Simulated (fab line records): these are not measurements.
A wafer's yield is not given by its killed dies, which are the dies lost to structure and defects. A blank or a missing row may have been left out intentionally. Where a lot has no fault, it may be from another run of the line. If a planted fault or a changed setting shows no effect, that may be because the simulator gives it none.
fab line records ; flow sky130
[record] lots = 10; wafers = 30; last_day = 49
route steps=708 shown VT_ADJUST_HVTR@138 SONOS_TUNNEL@166 POLY_GATE@204 PAD_OPEN@708
lots that met no fault: from a run of the same line without faults
start_h: hours from the record's opening day to when the first of the lot's shown wafers began ; wait_h: hours since the lot's step before ; " identical to the entry in the row above ; L1.1+2: one row covering several wafers at once ; - no value, or no start given ; * or withheld: withheld ; < > ~ a bound
route shown NAME@n: NAME is a module with steps in the file, n the number in the route of the first one ; usual: average and standard deviation across the fault-free wafers ; same: alike in all rows ; chamber/n: place in a boat ; sites: readings site by site ; _std_site: the values' standard deviation ; _edge_site: mean of outer sites minus mean of inner sites ; radius_mm: for every site, how far away it sits from the centre of the wafer ; mask NAME#n: copy n ; behind: the tool/chamber that last shaped the wafer ; hold: reason for holding the lot/hours on hold/outcome of the hold ; device: whichever transistor did not switch (one of n, p or np) ; end of line: the tests these same wafers got at the end of their route ; a step with no rows: only its recipe ; killed: the dies lost at the first sort to structure and to defects; this is not the yield of the wafer ; map: a wafer's dies, x killed, . not, _ none there
set.NAME: the setting as run; set.NAME@STEP: as run at that earlier step ; model.NAME: the simulator's own value behind a step, which no gauge read
one table for each step of the route and one row for each wafer, over a sample of lots
services: a tool's chamber out of use, with start hour (start_h, from the record's first day; less than 0 if before it), hours out, and reason
[[steps]]
[step SKY_VT_ADJUST_HVTR_CD_MEAS_07]
[recipe] target_cd_nm = 380
[usual] cd_nm = 380.6/2.6
lot.wafer;tool;chamber;start_h;wait_h;cd_nm
L775.1;cd_sem-02;-;205.18;0.1;378.0
L775.5;cd_sem-02;-;205.18;0.1;376.0
L775.6;cd_sem-02;-;205.18;0.1;376.6
L776.3;cd_sem-02;-;211.37;0.1;382.0
L776.4;cd_sem-02;-;211.37;0.1;380.4
L776.5;cd_sem-02;-;211.37;0.1;380.6
L778.1;cd_sem-01;-;226.85;0.1;383.7
L778.2;cd_sem-01;-;226.85;0.1;380.4
L778.4;cd_sem-01;-;226.85;0.1;380.8
L781.1;cd_sem-01;-;244.53;0.1;384.2
L781.2;cd_sem-01;-;244.53;0.1;381.4
L781.5;cd_sem-01;-;244.53;0.1;379.2
L782.2;cd_sem-01;-;253.95;0.1;378.2
L782.3;cd_sem-01;-;253.95;0.1;378.9
L782.5;cd_sem-01;-;253.95;0.1;377.7
L783.1;cd_sem-01;-;259.13;0.1;384.9
L783.2;cd_sem-01;-;259.13;0.1;383.6
L783.4;cd_sem-01;-;259.13;0.1;383.4
L787.2;cd_sem-01;-;287.85;0.1;382.2
L787.4;cd_sem-01;-;287.85;0.1;382.2
L787.5;cd_sem-01;-;287.85;0.1;382.4
L792.1;cd_sem-02;-;330.35;0.1;381.3
L792.3;cd_sem-02;-;330.35;0.1;381.6
L792.6;cd_sem-02;-;330.35;0.1;381.2
L793.3;cd_sem-02;-;338.37;0.1;381.9
L793.5;cd_sem-02;-;338.37;0.1;382.3
L793.6;cd_sem-02;-;338.37;0.1;382.0
L794.1;cd_sem-02;-;340.38;0.1;375.7
L794.3;cd_sem-02;-;340.38;0.1;375.3
L794.4;cd_sem-02;-;340.38;0.1;374.8
[step SKY_SONOS_TUNNEL_TW_MEAS_12]
[usual] SONOS_TUNNEL_TW = 197.3/2.1
lot.wafer;tool;chamber;start_h;wait_h;SONOS_TUNNEL_TW
L775.1;film_metro-02;-;252.18;0.0;198.7
L775.5;film_metro-02;-;252.18;0.0;198.0
L775.6;film_metro-02;-;252.18;0.0;198.0
L776.3;film_metro-03;-;257.58;0.0;201.5
L776.4;film_metro-03;-;257.58;0.0;201.5
L776.5;film_metro-03;-;257.58;0.0;201.4
L778.1;film_metro-04;-;273.98;0.0;196.8
L778.2;film_metro-04;-;273.98;0.0;197.8
L778.4;film_metro-04;-;273.98;0.0;196.9
L781.1;film_metro-03;-;295.06;0.0;199.8
L781.2;film_metro-03;-;295.06;0.0;199.6
L781.5;film_metro-03;-;295.06;0.0;201.2
L782.2;film_metro-04;-;304.78;0.0;195.0
L782.3;film_metro-04;-;304.78;0.0;195.8
L782.5;film_metro-04;-;304.78;0.0;194.5
L783.1;film_metro-04;-;309.98;0.0;195.7
L783.2;film_metro-04;-;309.98;0.0;196.3
L783.4;film_metro-04;-;309.98;0.0;196.3
L787.2;film_metro-04;-;341.16;0.0;196.8
L787.4;film_metro-04;-;341.16;0.0;196.9
L787.5;film_metro-04;-;341.16;0.0;196.1
L792.1;film_metro-03;-;387.64;0.0;201.5
L792.3;film_metro-03;-;387.64;0.0;201.2
L792.6;film_metro-03;-;387.64;0.0;201.8
L793.3;film_metro-04;-;395.96;0.0;195.3
L793.5;film_metro-04;-;395.96;0.0;196.6
L793.6;film_metro-04;-;395.96;0.0;195.7
L794.1;film_metro-02;-;396.70;0.0;194.6
L794.3;film_metro-02;-;396.70;0.0;196.0
L794.4;film_metro-02;-;396.70;0.0;195.7
[step SKY_POLY_GATE_CVD_00]
[recipe] material = poly-Si; target_thk_nm = 180; temp_c = 620; time_s = 720; pressure_mtorr = 200
[usual] pressure_mtorr = 200.0/0.38; spike_tc_bottom_C = 638.8/1.2; spike_tc_centre_C = 621.3/1; spike_tc_lower_C = 621.1/1.1; spike_tc_top_C = 640.1/1.4; spike_tc_upper_C = 619.6/1; susceptor_temp_C = 619.99/0.29
lot.wafer;tool;chamber;start_h;wait_h;pressure_mtorr;spike_tc_bottom_C;spike_tc_centre_C;spike_tc_lower_C;spike_tc_top_C;spike_tc_upper_C;susceptor_temp_C
L775.1;lpcvd-01;0;313.99;0.0;200.0;637.1;621.8;621.1;641.6;619.7;620.07
L775.5;lpcvd-01;0;313.99;0.0;201.1;638.2;621.9;620.5;641.0;619.9;620.46
L775.6;lpcvd-01;0;313.99;0.0;199.9;637.6;621.6;622.5;641.9;620.0;620.51
L776.3;lpcvd-01;1;319.46;2.2;200.2;639.0;621.7;622.8;638.1;621.3;620.05
L776.4;lpcvd-01;1;319.46;2.2;199.7;639.8;619.4;619.4;638.7;620.3;620.12
L776.5;lpcvd-01;1;319.46;2.2;199.9;639.8;619.1;620.8;637.2;617.8;620.08
L778.1;lpcvd-01;0;335.55;0.0;199.7;639.0;621.9;620.7;639.8;619.3;620.06
L778.2;lpcvd-01;0;335.55;0.0;200.5;639.3;622.3;621.5;641.8;619.5;620.27
L778.4;lpcvd-01;0;335.55;0.0;200.4;637.6;621.3;621.0;640.2;619.2;619.72
L781.1;lpcvd-01;1;358.16;0.0;199.5;638.4;622.5;620.6;638.9;620.1;620.00
L781.2;lpcvd-01;1;358.16;0.0;200.0;637.8;622.3;620.6;638.8;618.4;620.49
L781.5;lpcvd-01;1;358.16;0.0;199.8;640.8;621.2;621.9;640.9;619.0;619.69
L782.2;lpcvd-01;1;371.72;0.0;200.0;640.8;621.9;623.1;639.6;620.3;619.78
L782.3;lpcvd-01;1;371.72;0.0;199.6;640.2;620.9;620.2;639.2;619.8;620.24
L782.5;lpcvd-01;1;371.72;0.0;199.1;640.7;621.4;622.7;639.9;618.5;619.54
L783.1;lpcvd-01;0;373.57;0.0;200.9;639.1;620.5;620.3;641.8;620.6;620.43
L783.2;lpcvd-01;0;373.57;0.0;200.4;638.2;622.3;622.9;641.7;619.9;619.95
L783.4;lpcvd-01;0;373.57;0.0;200.3;640.2;621.9;623.3;642.9;621.8;620.49
L787.2;lpcvd-01;0;409.68;0.0;200.0;639.4;620.1;621.4;641.7;619.4;620.09
L787.4;lpcvd-01;0;409.68;0.0;199.8;638.5;621.0;618.6;641.1;620.2;619.61
L787.5;lpcvd-01;0;409.68;0.0;199.9;639.7;621.3;622.3;640.9;619.2;620.23
L792.1;lpcvd-01;0;461.33;0.0;200.2;638.6;620.6;619.2;641.6;619.5;620.29
L792.3;lpcvd-01;0;461.33;0.0;200.3;637.2;620.6;622.8;642.0;619.1;619.92
L792.6;lpcvd-01;0;461.33;0.0;200.2;636.0;623.1;621.9;639.9;620.0;619.89
L793.3;lpcvd-01;0;467.99;0.0;200.7;630.0;612.7;612.1;631.3;609.0;610.47
L793.5;lpcvd-01;0;467.99;0.0;199.7;628.3;611.7;612.0;634.7;608.8;610.55
L793.6;lpcvd-01;0;467.99;0.0;200.6;627.9;612.2;611.9;632.1;607.8;610.13
L794.1;lpcvd-01;1;470.58;0.0;199.7;629.8;611.8;612.0;629.0;611.9;610.40
L794.3;lpcvd-01;1;470.58;0.0;199.5;630.0;611.5;611.1;629.6;610.8;610.34
L794.4;lpcvd-01;1;470.58;0.0;200.0;629.3;614.1;609.8;630.9;610.8;609.97
[step SKY_POLY_GATE_THK_MEAS_01]
[recipe] reads = poly-Si_of_POLY_GATE_CVD_00
[usual] POLY_GATE_CVD_00_THK = 180.3/1.3
lot.wafer;tool;chamber;start_h;wait_h;POLY_GATE_CVD_00_THK[nm]
L775.1;film_metro-02;-;315.19;0.0;178.7
L775.5;film_metro-02;-;315.19;0.0;178.5
L775.6;film_metro-02;-;315.19;0.0;179.2
L776.3;film_metro-01;-;320.68;0.0;178.3
L776.4;film_metro-01;-;320.68;0.0;178.0
L776.5;film_metro-01;-;320.68;0.0;179.0
L778.1;film_metro-02;-;336.75;0.0;179.3
L778.2;film_metro-02;-;336.75;0.0;180.1
L778.4;film_metro-02;-;336.75;0.0;180.1
L781.1;film_metro-02;-;359.36;0.0;177.8
L781.2;film_metro-02;-;359.36;0.0;180.8
L781.5;film_metro-02;-;359.36;0.0;179.8
L782.2;film_metro-02;-;372.93;0.0;181.6
L782.3;film_metro-02;-;372.93;0.0;182.0
L782.5;film_metro-02;-;372.93;0.0;181.5
L783.1;film_metro-04;-;374.77;0.0;179.4
L783.2;film_metro-04;-;374.77;0.0;180.3
L783.4;film_metro-04;-;374.77;0.0;180.9
L787.2;film_metro-01;-;410.89;0.0;180.8
L787.4;film_metro-01;-;410.89;0.0;179.8
L787.5;film_metro-01;-;410.89;0.0;180.3
L792.1;film_metro-01;-;462.53;0.0;178.2
L792.3;film_metro-01;-;462.53;0.0;179.6
L792.6;film_metro-01;-;462.53;0.0;179.6
L793.3;film_metro-02;-;469.21;0.0;144.2
L793.5;film_metro-02;-;469.21;0.0;143.1
L793.6;film_metro-02;-;469.21;0.0;142.3
L794.1;film_metro-01;-;472.38;0.0;145.7
L794.3;film_metro-01;-;472.38;0.0;145.1
L794.4;film_metro-01;-;472.38;0.0;145.6
[step SKY_POLY_GATE_ETCH_16]
[recipe] stop_on = poly-Si; chemistry = CH3F/O2; target = Si3N4; source_w = 400; bias_w = 80; pressure_mtorr = 25; ch3f_flow_sccm = 40; O2_flow_sccm = 30; time_s = 147.5; target_depth_a = 750
[usual] drypump_motor_current_A = 5.5/0.48; oes_product_au = 0.641/0.0053; throttle_valve_pct = 10.534/0.009
lot.wafer;tool;chamber;start_h;wait_h;drypump_motor_current_A;oes_product_au;rf_hours_counter_h;throttle_valve_pct
L775.1;rie_diel-02;1;372.69;0.0;5.1;0.635;37;10.523
L775.5;rie_diel-02;0;372.69;0.0;5.1;0.635;-;10.541
L775.6;rie_diel-02;1;372.69;0.0;5.1;0.633;-;10.535
L776.3;rie_diel-03;2;378.94;0.0;4.6;0.636;7;10.529
L776.4;rie_diel-03;3;378.94;0.0;5.8;0.651;11;10.537
L776.5;rie_diel-03;3;378.94;0.0;5.8;0.643;-;10.534
L778.1;rie_diel-03;3;394.54;0.0;5.8;0.639;11;10.533
L778.2;rie_diel-03;0;394.54;0.0;5.9;0.648;15;10.539
L778.4;rie_diel-03;2;394.54;0.0;4.6;0.644;7;10.537
L781.1;rie_diel-03;3;420.15;0.0;5.8;0.641;12;10.538
L781.2;rie_diel-03;1;420.15;0.0;5.6;0.635;14;10.532
L781.5;rie_diel-03;3;420.15;0.0;5.8;0.644;-;10.526
L782.2;rie_diel-03;0;436.34;0.0;5.9;0.637;16;10.543
L782.3;rie_diel-03;3;436.34;0.0;5.8;0.636;12;10.526
L782.5;rie_diel-03;1;436.34;0.0;5.6;0.638;-;10.524
L783.1;rie_diel-02;0;436.90;0.0;5.1;0.640;2;10.542
L783.2;rie_diel-02;2;436.90;0.0;5.5;0.638;20;10.535
L783.4;rie_diel-02;3;436.90;0.0;6.5;0.646;96;10.538
L787.2;rie_diel-03;2;476.03;0.0;4.6;0.633;9;10.542
L787.4;rie_diel-03;3;476.03;0.0;5.8;0.652;13;10.548
L787.5;rie_diel-03;2;476.03;0.0;4.6;0.638;-;10.547
L792.1;rie_diel-01;1;525.70;0.0;5.7;0.649;2;10.542
L792.3;rie_diel-01;3;525.70;0.0;5.6;0.637;5;10.534
L792.6;rie_diel-01;0;525.70;0.0;6.0;0.650;-;10.550
L793.3;rie_diel-02;1;533.00;0.0;5.1;0.648;40;10.536
L793.5;rie_diel-02;1;533.00;0.0;5.1;0.644;-;10.530
L793.6;rie_diel-02;0;533.00;0.0;5.1;0.643;-;10.526
L794.1;rie_diel-02;2;536.42;0.0;5.5;0.652;22;10.534
L794.3;rie_diel-02;0;536.42;0.0;5.0;0.646;4;10.543
L794.4;rie_diel-02;1;536.42;0.0;5.1;0.637;40;10.549
[step SKY_POLY_GATE_ETCH_17]
[recipe] target_depth_nm = 180; stop_on = SiO2; over_etch_frac = 0.56667; chemistry = HBr/Cl2; target = poly-Si; icp_w = 400; bias_w = 100; pressure_mtorr = 10; HBr_flow_sccm = 150; Cl2_flow_sccm = 50; time_s = 70.5
[usual] drypump_motor_current_A = 5.7/0.46; oes_product_au = 0.989/0.0066; throttle_valve_pct = 33.684/0.0099
lot.wafer;tool;chamber;start_h;wait_h;drypump_motor_current_A;oes_product_au;rf_hours_counter_h;throttle_valve_pct
L775.1;rie_si-01;3;372.79;0.0;5.3;0.986;3;33.693
L775.5;rie_si-01;0;372.79;0.0;5.5;0.990;-;33.694
L775.6;rie_si-01;1;372.79;0.0;5.1;0.985;-;33.679
L776.3;rie_si-02;2;379.03;0.0;6.5;0.982;2;33.682
L776.4;rie_si-02;3;379.03;0.0;6.3;0.980;6;33.679
L776.5;rie_si-02;2;379.03;0.0;6.5;0.994;-;33.691
L778.1;rie_si-01;3;394.64;0.0;5.3;0.990;3;33.686
L778.2;rie_si-01;2;394.64;0.0;5.6;0.989;3;33.691
L778.4;rie_si-01;1;394.64;0.0;5.1;0.982;59;33.678
L781.1;rie_si-02;2;420.25;0.0;6.4;0.990;3;33.688
L781.2;rie_si-02;0;420.25;0.0;5.8;0.991;3;33.682
L781.5;rie_si-02;3;420.25;0.0;6.3;0.979;-;33.697
L782.2;rie_si-01;3;436.44;0.0;5.3;0.999;4;33.693
L782.3;rie_si-01;0;436.44;0.0;5.5;0.996;4;33.673
L782.5;rie_si-01;0;436.44;0.0;5.5;0.999;-;33.688
L783.1;rie_si-02;1;437.00;0.0;5.3;0.989;46;33.682
L783.2;rie_si-02;0;437.00;0.0;5.8;0.984;3;33.674
L783.4;rie_si-02;2;437.00;0.0;6.4;1.002;3;33.684
L787.2;rie_si-02;1;476.13;0.0;5.3;0.988;46;33.660
L787.4;rie_si-02;0;476.13;0.0;5.8;0.988;4;33.692
L787.5;rie_si-02;2;476.13;0.0;6.5;0.992;-;33.684
L792.1;rie_si-01;1;525.80;0.0;5.1;0.983;0;33.682
L792.3;rie_si-01;0;525.80;0.0;5.5;0.986;5;33.680
L792.6;rie_si-01;1;525.80;0.0;5.1;0.993;-;33.673
L793.3;rie_si-02;3;533.10;0.0;6.3;0.850;7;33.697
L793.5;rie_si-02;3;533.10;0.0;6.3;0.845;-;33.675
L793.6;rie_si-02;0;533.10;0.0;5.8;0.840;-;33.671
L794.1;rie_si-01;2;536.52;0.0;5.6;0.856;3;33.688
L794.3;rie_si-01;1;536.52;0.0;5.1;0.859;0;33.686
L794.4;rie_si-01;3;536.52;0.0;5.4;0.854;4;33.690
[step SKY_PAD_OPEN_PROBE_99]
[usual] killed_at_M0_to_M3 = 44/7.4; killed_at_M4_up = 3.2/1.8; killed_at_contacts = 25/5.2; killed_at_front_end = 15/4.5; killed_at_other = 0.2/0.43; killed_dies = 87/9.6; killed_on_rim = 17/3.9; killed_open = 48/7.6; killed_short = 40/5.7
[same] gross_dies = 492; killed_at_back_side = 0
lot.wafer;tool;chamber;start_h;wait_h;killed_at_M0_to_M3;killed_at_M4_up;killed_at_contacts;killed_at_front_end;killed_at_other;killed_dies;killed_on_rim;killed_open;killed_short
L775.1;prober-01;-;1077.23;0.1;49;2;24;7;1;83;17;47;36
L775.5;prober-01;-;1077.43;0.2;45;1;26;10;0;82;16;43;39
L775.6;prober-01;-;1077.48;0.2;45;3;21;18;0;87;16;39;48
L776.3;prober-02;-;1082.61;0.2;33;3;26;21;1;84;9;51;33
L776.4;prober-02;-;1082.66;0.2;36;3;16;12;0;67;17;35;32
L776.5;prober-02;-;1082.71;0.2;49;3;19;11;0;82;13;50;32
L778.1;prober-02;-;1093.34;0.1;35;7;22;16;0;80;18;43;37
L778.2;prober-02;-;1093.39;0.1;40;1;30;19;0;90;21;41;49
L778.4;prober-02;-;1093.49;0.2;47;2;31;12;0;92;20;51;41
L781.1;prober-01;-;1112.40;0.1;50;4;21;12;1;88;17;55;33
L781.2;prober-01;-;1112.45;0.1;55;2;28;15;0;100;23;44;56
L781.5;prober-01;-;1112.60;0.2;48;4;22;18;0;92;23;49;43
L782.2;prober-02;-;1118.79;0.1;40;4;25;14;0;83;16;49;34
L782.3;prober-02;-;1118.84;0.2;35;3;27;29;0;94;12;57;37
L782.5;prober-02;-;1118.94;0.2;32;5;18;22;0;77;12;38;39
L783.1;prober-01;-;1125.33;0.1;43;2;25;20;1;91;20;54;37
L783.2;prober-01;-;1125.38;0.1;43;1;18;11;0;73;17;41;32
L783.4;prober-01;-;1125.48;0.2;40;4;17;19;0;80;13;39;41
L787.2;prober-01;-;1146.76;0.1;48;2;14;17;0;81;17;40;41
L787.4;prober-01;-;1146.86;0.2;52;2;26;11;0;91;15;53;38
L787.5;prober-01;-;1146.91;0.2;49;0;19;12;0;80;15;50;30
L792.1;prober-02;-;1173.73;0.1;48;2;28;9;2;89;19;47;42
L792.3;prober-02;-;1173.83;0.2;36;5;22;9;0;72;14;34;38
L792.6;prober-02;-;1173.98;0.2;42;1;26;13;1;83;13;55;28
L793.3;prober-01;-;1179.45;0.2;44;5;26;17;1;93;15;51;42
L793.5;prober-01;-;1179.55;0.2;47;3;24;22;0;96;13;54;42
L793.6;prober-01;-;1179.60;0.2;42;7;23;15;1;88;17;47;41
L794.1;prober-02;-;1180.51;0.1;35;3;28;13;0;79;15;48;31
L794.3;prober-02;-;1180.61;0.2;44;1;19;15;0;79;15;40;39
L794.4;prober-02;-;1180.66;0.2;51;2;27;6;0;86;21;49;37
// killed by level:class
L775.1 VIA1:geometric_particle:open=11 CONTACT:geometric_particle:open=9 VIA3:geometric_particle:open=8 CONTACT:geometric_particle:short=7 METAL1:geometric_particle:short=7 VIA2:geometric_particle:open=6 VIA3:geometric_particle:short=6 LI_CONTACT:geometric_particle:open=5
L775.5 CONTACT:geometric_particle:open=9 VIA3:geometric_particle:open=9 CONTACT:geometric_particle:short=7 VIA1:geometric_particle:open=7 VIA2:geometric_particle:open=7 LOCAL_INTERCONNECT:geometric_particle:short=5 METAL1:geometric_particle:short=5 METAL2:geometric_particle:short=5
L775.6 VIA1:geometric_particle:short=11 VIA1:geometric_particle:open=9 VIA3:geometric_particle:open=8 POLY_GATE:geometric_particle:short=6 LI_CONTACT:geometric_particle:open=5 LOCAL_INTERCONNECT:geometric_particle:short=5 METAL1:geometric_particle:short=5 CONTACT:geometric_particle:short=5
L776.3 VIA1:geometric_particle:open=10 CONTACT:geometric_particle:open=9 FIELD_ISO:geometric_particle:open=7 LI_CONTACT:geometric_particle:open=7 VIA2:geometric_particle:open=5 FIELD_ISO:geometric_particle:short=4 LI_CONTACT:geometric_particle:short=4 LOCAL_INTERCONNECT:geometric_particle:short=4
L776.4 VIA1:geometric_particle:open=9 CONTACT:geometric_particle:open=8 METAL1:geometric_particle:short=6 FIELD_ISO:geometric_particle:short=5 LI_CONTACT:geometric_particle:open=5 VIA1:geometric_particle:short=5 VIA2:geometric_particle:short=4 FIELD_ISO:geometric_particle:open=3
L776.5 CONTACT:geometric_particle:open=8 VIA3:geometric_particle:open=8 VIA2:geometric_particle:short=7 VIA1:geometric_particle:open=7 VIA2:geometric_particle:open=7 LI_CONTACT:geometric_particle:open=5 FIELD_ISO:geometric_particle:open=4 METAL2:geometric_particle:short=4
L778.1 CONTACT:geometric_particle:open=10 VIA1:geometric_particle:open=7 LI_CONTACT:geometric_particle:open=7 METAL2:geometric_particle:short=6 METAL4:geometric_particle:short=5 FIELD_ISO:geometric_particle:short=4 VIA2:geometric_particle:open=4 FIELD_ISO:geometric_particle:open=3
L778.2 CONTACT:geometric_particle:open=10 VIA1:geometric_particle:open=10 POLY_GATE:geometric_particle:short=6 LI_CONTACT:geometric_particle:open=6 LOCAL_INTERCONNECT:geometric_particle:short=6 METAL1:geometric_particle:short=6 FIELD_ISO:geometric_particle:short=5 VIA1:geometric_particle:short=5
L778.4 CONTACT:geometric_particle:open=13 VIA1:geometric_particle:open=11 LI_CONTACT:geometric_particle:open=8 METAL1:geometric_particle:short=7 VIA1:geometric_particle:short=7 VIA2:geometric_particle:open=6 VIA3:geometric_particle:open=5 FIELD_ISO:geometric_particle:short=4
L781.1 VIA1:geometric_particle:open=17 CONTACT:geometric_particle:open=10 VIA3:geometric_particle:open=8 VIA2:geometric_particle:open=6 VIA1:geometric_particle:short=5 LI_CONTACT:geometric_particle:open=4 CONTACT:geometric_particle:short=4 METAL1:geometric_particle:short=4
L781.2 CONTACT:geometric_particle:short=11 VIA1:geometric_particle:open=11 VIA1:geometric_particle:short=9 METAL2:geometric_particle:short=9 VIA3:geometric_particle:open=7 LI_CONTACT:geometric_particle:open=5 VIA2:geometric_particle:open=5 CONTACT:geometric_particle:open=5
L781.5 CONTACT:geometric_particle:open=13 METAL2:geometric_particle:short=8 VIA1:geometric_particle:open=8 VIA1:geometric_particle:short=7 FIELD_ISO:geometric_particle:short=6 POLY_GATE:geometric_particle:open=5 VIA3:geometric_particle:open=5 METAL1:geometric_particle:short=4
L782.2 VIA1:geometric_particle:open=10 CONTACT:geometric_particle:open=9 VIA2:geometric_particle:open=6 LI_CONTACT:geometric_particle:open=5 LOCAL_INTERCONNECT:geometric_particle:short=5 FIELD_ISO:geometric_particle:open=4 POLY_GATE:geometric_particle:open=4 METAL2:geometric_particle:short=4
L782.3 LI_CONTACT:geometric_particle:open=11 POLY_GATE:geometric_particle:short=10 POLY_GATE:geometric_particle:open=9 VIA2:geometric_particle:open=9 CONTACT:geometric_particle:open=7 VIA1:geometric_particle:open=6 VIA3:geometric_particle:open=6 FIELD_ISO:geometric_particle:open=5
L782.5 CONTACT:geometric_particle:open=7 POLY_GATE:geometric_particle:open=6 METAL2:geometric_particle:short=6 VIA2:geometric_particle:open=6 LI_CONTACT:geometric_particle:open=5 METAL4:geometric_particle:short=5 FIELD_ISO:geometric_particle:short=4 VIA3:geometric_particle:short=4
L783.1 VIA1:geometric_particle:open=16 CONTACT:geometric_particle:open=14 POLY_GATE:geometric_particle:short=7 VIA1:geometric_particle:short=7 POLY_GATE:geometric_particle:open=6 VIA2:geometric_particle:open=6 METAL2:geometric_particle:short=5 LI_CONTACT:geometric_particle:open=4
L783.2 VIA1:geometric_particle:open=10 CONTACT:geometric_particle:open=9 VIA2:geometric_particle:open=9 VIA3:geometric_particle:open=6 LI_CONTACT:geometric_particle:short=4 VIA2:geometric_particle:short=4 VIA1:geometric_particle:short=3 POLY_GATE:geometric_particle:short=3
L783.4 VIA2:geometric_particle:open=11 POLY_GATE:geometric_particle:short=9 VIA1:geometric_particle:open=7 FIELD_ISO:geometric_particle:short=5 CONTACT:geometric_particle:open=5 METAL1:geometric_particle:short=5 LI_CONTACT:geometric_particle:open=4 VIA1:geometric_particle:short=4
L787.2 METAL2:geometric_particle:short=11 VIA1:geometric_particle:open=10 FIELD_ISO:geometric_particle:short=7 LI_CONTACT:geometric_particle:open=7 VIA2:geometric_particle:open=7 POLY_GATE:geometric_particle:short=4 METAL1:geometric_particle:short=4 VIA1:geometric_particle:short=4
L787.4 VIA1:geometric_particle:open=18 LI_CONTACT:geometric_particle:open=10 CONTACT:geometric_particle:open=7 VIA2:geometric_particle:open=6 VIA3:geometric_particle:open=6 CONTACT:geometric_particle:short=6 METAL2:geometric_particle:short=5 VIA3:geometric_particle:short=4
L787.5 VIA1:geometric_particle:open=17 LI_CONTACT:geometric_particle:open=7 CONTACT:geometric_particle:open=7 METAL2:geometric_particle:short=7 VIA3:geometric_particle:open=7 VIA2:geometric_particle:open=6 METAL1:geometric_particle:short=4 POLY_GATE:geometric_particle:short=4
L792.1 CONTACT:geometric_particle:open=12 VIA2:geometric_particle:open=10 VIA1:geometric_particle:open=9 LI_CONTACT:geometric_particle:open=5 METAL2:geometric_particle:short=5 VIA2:geometric_particle:short=5 METAL1:geometric_particle:short=4 METAL3:geometric_particle:short=4
L792.3 VIA1:geometric_particle:open=10 LOCAL_INTERCONNECT:geometric_particle:short=7 CONTACT:geometric_particle:open=7 METAL2:geometric_particle:short=7 VIA2:geometric_particle:open=6 VIA1:geometric_particle:short=5 METAL4:geometric_particle:short=4 CONTACT:geometric_particle:short=3
L792.6 LI_CONTACT:geometric_particle:open=9 CONTACT:geometric_particle:open=9 VIA1:geometric_particle:open=8 VIA2:geometric_particle:open=6 VIA3:geometric_particle:open=6 METAL1:geometric_particle:short=5 METAL2:geometric_particle:open=5 METAL2:geometric_particle:short=4
L793.3 CONTACT:geometric_particle:open=9 LI_CONTACT:geometric_particle:open=8 METAL2:geometric_particle:short=8 VIA1:geometric_particle:open=7 VIA2:geometric_particle:open=7 POLY_GATE:geometric_particle:short=6 METAL1:geometric_particle:short=6 POLY_GATE:geometric_particle:open=5
L793.5 POLY_GATE:geometric_particle:open=9 VIA1:geometric_particle:open=9 VIA3:geometric_particle:open=7 CONTACT:geometric_particle:open=7 VIA1:geometric_particle:short=7 LI_CONTACT:geometric_particle:open=6 VIA2:geometric_particle:open=6 FIELD_ISO:geometric_particle:short=5
L793.6 VIA1:geometric_particle:open=12 CONTACT:geometric_particle:open=7 VIA1:geometric_particle:short=7 METAL2:geometric_particle:short=7 LI_CONTACT:geometric_particle:open=6 METAL1:geometric_particle:short=5 POLY_GATE:geometric_particle:open=5 FIELD_ISO:geometric_particle:short=4
L794.1 CONTACT:geometric_particle:open=11 VIA1:geometric_particle:open=9 VIA2:geometric_particle:open=8 VIA3:geometric_particle:open=6 CONTACT:geometric_particle:short=6 LI_CONTACT:geometric_particle:open=5 FIELD_ISO:geometric_particle:short=3 POLY_GATE:geometric_particle:short=3
L794.3 VIA1:geometric_particle:open=9 LI_CONTACT:geometric_particle:open=7 METAL1:geometric_particle:short=7 VIA2:geometric_particle:open=7 POLY_GATE:geometric_particle:short=6 VIA3:geometric_particle:open=6 CONTACT:geometric_particle:open=5 FIELD_ISO:geometric_particle:short=4
L794.4 VIA2:geometric_particle:open=10 VIA3:geometric_particle:open=10 VIA1:geometric_particle:open=9 LI_CONTACT:geometric_particle:open=6 CONTACT:geometric_particle:short=6 CONTACT:geometric_particle:open=6 METAL1:geometric_particle:short=6 LI_CONTACT:geometric_particle:short=5
[[services]]
tool;chamber;start_h;hours;kind
rie_diel-02;0;300.87;-;clean
rie_diel-02;0;300.87;17.0;scheduled_down
rie_diel-03;0;307.74;9.4;repair
rie_si-01;2;311.01;2.6;repair
rie_diel-01;2;320.62;3.1;repair
rie_diel-03;1;331.49;4.2;repair
rie_diel-02;0;332.10;1.6;repair
rie_diel-03;-;335.12;0.3;repair
rie_si-02;2;335.94;9.5;repair
rie_diel-02;3;343.39;12.2;repair
rie_si-01;1;377.97;8.9;repair
rie_diel-02;1;384.22;17.6;repair
lpcvd-01;-;419.54;2.5;repair
rie_diel-01;2;422.46;1.4;repair
rie_si-02;1;423.92;6.7;repair
rie_si-02;-;471.14;0.2;repair
rie_si-01;1;480.67;-;clean
rie_si-01;1;480.67;20.4;scheduled_down
rie_si-01;1;480.67;20.4;vent_cycle
rie_diel-03;-;491.76;2.8;pm
lpcvd-01;-;501.71;0.3;repair
rie_diel-03;1;514.22;47.6;repair
rie_diel-01;2;515.14;32.6;repair
rie_diel-03;2;523.45;2.3;repair
[[key]]
[first_sign] step = SKY_POLY_GATE_CVD_00; reading = susceptor_temp_C; direction = down; sigmas = 34; usual = *; struck = *
[effect] step = SKY_POLY_GATE_CVD_00; reading = spike_tc_upper_C; direction = down; sigmas = 9.8; usual = 619.6; struck = 609.9
[effect] step = SKY_POLY_GATE_THK_MEAS_01; reading = POLY_GATE_CVD_00_THK; direction = down; sigmas = 27; usual = 180.3; struck = 144.3
[effect] step = SKY_POLY_GATE_ETCH_17; reading = oes_product_au; direction = down; sigmas = 21; usual = 0.989; struck = 0.851
met_at SKY_POLY_GATE_CVD_00
struck_lots L793,L794
tester_left_out L793,L794
not_acting_at SKY_VT_ADJUST_HVTR_CD_MEAS_07,SKY_SONOS_TUNNEL_TW_MEAS_12,SKY_POLY_GATE_ETCH_16
onset_between 461.33 467.99
[fault] kind = process_parameter_drift; tool = lpcvd-01; chamber = -; onset_h = 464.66; steps = SKY_POLY_GATE_CVD_00; channel = temp_c; offset = *; shape = step; end_h = 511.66; stated = *
// tester_left_out: of these lots the tester's yield and bins aren't shown, on N5 and GAA mostly nor the transistor test; their killed dies are dies lost to structure and defects alone, not to doping, threshold or leakage, so they don't give the yield
